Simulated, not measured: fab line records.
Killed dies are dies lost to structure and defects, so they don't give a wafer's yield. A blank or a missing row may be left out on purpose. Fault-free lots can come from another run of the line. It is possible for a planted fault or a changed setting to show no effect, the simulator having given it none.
Which tool was responsible? -- flow sky130 -- 11 lots, 33 wafers sampled, at 5 steps of a route of 708

== WHAT THE GAUGES READ, wafer by wafer ==
SKY_SD_N_RS_MEAS_16: measurement is done with a four-point probe. Usual: SD_N_RS 68.55 ohm/sq, standard deviation 0.12.
lot,measured,on,SD_N_RS (ohm/sq),flag
L208,day 28 23:29,filmMetro-04,68.49 68.49 68.72,
L209,day 29 17:53,filmMetro-03,68.64 68.58 68.78,
L210,day 29 19:05,filmMetro-02,68.29 68.41 68.63,
L211,day 30 04:16,filmMetro-03,68.58 68.62 68.64,
L215,day 31 01:10,filmMetro-03,68.49 68.36 68.43,
L217,day 31 18:34,filmMetro-02,68.19 68.34 68.28,
L218,day 32 01:22,filmMetro-03,68.56 68.77 68.76,
L219,day 32 13:32,filmMetro-03,68.54 68.67 68.61,
L224,day 34 13:44,filmMetro-02,60.89 60.96 61.02,OFF
L227,day 34 23:56,filmMetro-03,60.92 60.76 60.85,OFF
L228,day 35 11:13,filmMetro-03,68.61 68.67 68.65,

SKY_SD_N_RS_MEAS_17: measurement is done with a four-point probe. Usual: SD_P_RS 147.1 ohm/sq, standard deviation 0.38.
lot,measured,on,SD_P_RS (ohm/sq),flag
L208,day 28 23:36,filmMetro-04,146.8 146.9 147.1,
L209,day 29 18:00,filmMetro-03,147.0 146.5 147.1,
L210,day 29 19:13,filmMetro-02,146.7 147.1 147.1,
L211,day 30 04:23,filmMetro-03,147.5 146.9 147.0,
L215,day 31 01:17,filmMetro-03,146.5 145.9 146.5,
L217,day 31 18:41,filmMetro-02,146.5 146.6 145.8,
L218,day 32 01:29,filmMetro-03,147.7 147.9 148.0,
L219,day 32 13:39,filmMetro-03,147.5 147.4 147.4,
L224,day 34 13:51,filmMetro-02,109.5 109.4 109.4,OFF
L227,day 35 00:04,filmMetro-03,109.4 109.2 109.4,OFF
L228,day 35 11:20,filmMetro-03,147.1 147.2 147.4,

SKY_SD_N_RS_MEAS_18: measurement is done with a four-point probe. Usual: RES_XHIGH_RS 333.1 ohm/sq, standard deviation 1.3.
lot,measured,on,RES_XHIGH_RS (ohm/sq),flag
L208,day 28 23:43,filmMetro-04,333.6 336.2 336.6,
L209,day 29 18:07,filmMetro-03,333.8 335.0 333.8,
L210,day 29 19:20,filmMetro-02,332.2 331.9 330.7,
L211,day 30 04:31,filmMetro-03,334.4 335.2 333.9,
L215,day 31 01:25,filmMetro-03,332.6 332.9 331.6,
L217,day 31 18:49,filmMetro-02,334.2 333.3 332.5,
L218,day 32 01:37,filmMetro-03,331.1 332.9 333.0,
L219,day 32 13:46,filmMetro-03,332.8 330.4 331.6,
L224,day 34 13:58,filmMetro-02,329.8 329.0 328.4,OFF
L227,day 35 00:11,filmMetro-03,330.5 331.0 330.8,
L228,day 35 11:27,filmMetro-03,333.6 334.4 332.9,

== TOOL THAT RAN EACH LOT (tool first, then ch and the chambers of the sampled wafers, then the start) ==
lot,SKY_POLY_CUT_STRIP_12,SKY_SD_N_RTA_14
L208,"plasmaAsher-01 ch 0,1, day 25 07:04","rtpAnneal-01 ch 0, day 28 23:14"
L209,"plasmaAsher-01 ch 0,1, day 26 03:34","rtpAnneal-02 ch 0, day 29 17:42"
L210,"plasmaAsher-04 ch 0,1, day 26 04:54","rtpAnneal-01 ch 0, day 29 18:54"
L211,"plasmaAsher-04 ch 0,1, day 26 12:37","rtpAnneal-02 ch 0, day 30 04:05"
L215,"plasmaAsher-02 ch 0,1, day 27 12:43","rtpAnneal-02 ch 0, day 31 01:00"
L217,"plasmaAsher-01 ch 0,1, day 28 06:01","rtpAnneal-02 ch 0, day 31 18:23"
L218,"plasmaAsher-04 ch 0,1, day 28 12:52","rtpAnneal-01 ch 0, day 32 01:11"
L219,"plasmaAsher-01 ch 0,1, day 29 01:15","rtpAnneal-02 ch 0, day 32 13:18"
L224,"plasmaAsher-02 ch 0,1, day 31 03:51","rtpAnneal-02 ch 0, day 34 13:32"
L227,"plasmaAsher-04 ch 1, day 31 14:45","rtpAnneal-02 ch 0, day 34 23:45"
L228,"plasmaAsher-01 ch 1, day 32 03:10","rtpAnneal-01 ch 0, day 35 11:01"
- SKY_POLY_CUT_STRIP_12: strips in O2/N2.
- SKY_SD_N_RTA_14: time 2 s.

== WHAT THE TOOLS THEMSELVES READ (means of the sampled wafers that have a number; where no wafer has one, the mark that the record gives instead) ==
SKY_POLY_CUT_STRIP_12. Usual: drypumpMotorCurrentA 5.64 A, standard deviation 0.25; oesProductAu 0.453 a.u., standard deviation 0.0049; stripTimeToEndpointS 5.358 s, standard deviation 0.017.
lot,tool,drypumpMotorCurrentA (A),oesProductAu (a.u.),stripTimeToEndpointS (s),flag
L208,plasmaAsher-01,5.49,0.453,5.366,
L209,plasmaAsher-01,5.49,0.447,5.367,
L210,plasmaAsher-04,5.83,0.451,5.359,
L211,plasmaAsher-04,5.86,0.451,5.348,
L215,plasmaAsher-02,5.62,0.451,5.349,
L217,plasmaAsher-01,5.46,0.450,5.335,
L218,plasmaAsher-04,5.84,0.457,5.359,
L219,plasmaAsher-01,5.45,0.447,5.363,
L224,plasmaAsher-02,5.59,0.455,5.346,
L227,plasmaAsher-04,5.70,0.454,5.352,
L228,plasmaAsher-01,5.41,0.453,5.340,

SKY_SD_N_RTA_14. Usual: lampPowerPct 15.74 %, standard deviation 0.053; wafer_temp_C_max 1078.0, standard deviation 1.3.
lot,tool,lampPowerPct (%),wafer_temp_C_max,flag
L208,rtpAnneal-01,15.69,1077.8,
L209,rtpAnneal-02,15.77,1078.3,
L210,rtpAnneal-01,15.77,1077.1,
L211,rtpAnneal-02,15.71,1077.8,
L215,rtpAnneal-02,15.75,1078.7,
L217,rtpAnneal-02,15.73,1078.9,
L218,rtpAnneal-01,15.71,1077.9,
L219,rtpAnneal-02,15.72,1077.9,
L224,rtpAnneal-02,16.78,1120.3,OFF
L227,rtpAnneal-02,16.76,1120.4,OFF
L228,rtpAnneal-01,15.74,1079.2,

== THE ANSWER, worked out from the rows above alone ==
Rule: a lot counts as off when the mean over its wafers that have a number is more than 3 standard deviations away from the usual mean. Also off: a lot with no number at a reading for which 4 or more lots have one. Any other lot the step has rows for is counted as sound. First the gauges in route order, then the tools' own readings, where a lot's mean is used as printed above. The first step at which some lot is off is used, and at that step the reading that is off furthest; a lot without a number counts as furthest.
Off: at SKY_SD_N_RS_MEAS_16 (SD_N_RS), L224, L227.
A tool fits if, at a process step before that reading, it ran every lot that is off, and no sound lot after the first of them. The gauges at SKY_SD_N_RS_MEAS_16 aren't tried: what is off there is off at SKY_SD_N_RTA_14 too, on other tools, and a gauge's error can't cause that. One candidate fits, namely rtpAnneal-02 at SKY_SD_N_RTA_14. Its last sound lot is L219 (day 32 13:18), its first lot that is off L224 (day 34 13:32): a fault that began between those two fits.
The tool's own readings at SKY_SD_N_RTA_14 bear it out: on the lots that are off they differ by more than 5 times the standard deviation of the sound lots' means. lampPowerPct reads 16.77 % there against 15.73 % on the sound lots; wafer_temp_C_max reads 1120.3 there against 1078.2 on the sound lots.

== WHAT THE SIMULATOR PUT IN ==
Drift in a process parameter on rtpAnneal-02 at SKY_SD_N_RTA_14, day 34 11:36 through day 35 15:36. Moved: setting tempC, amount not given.
Shown lots that were struck: L224, L227. The same result came from the rule above.
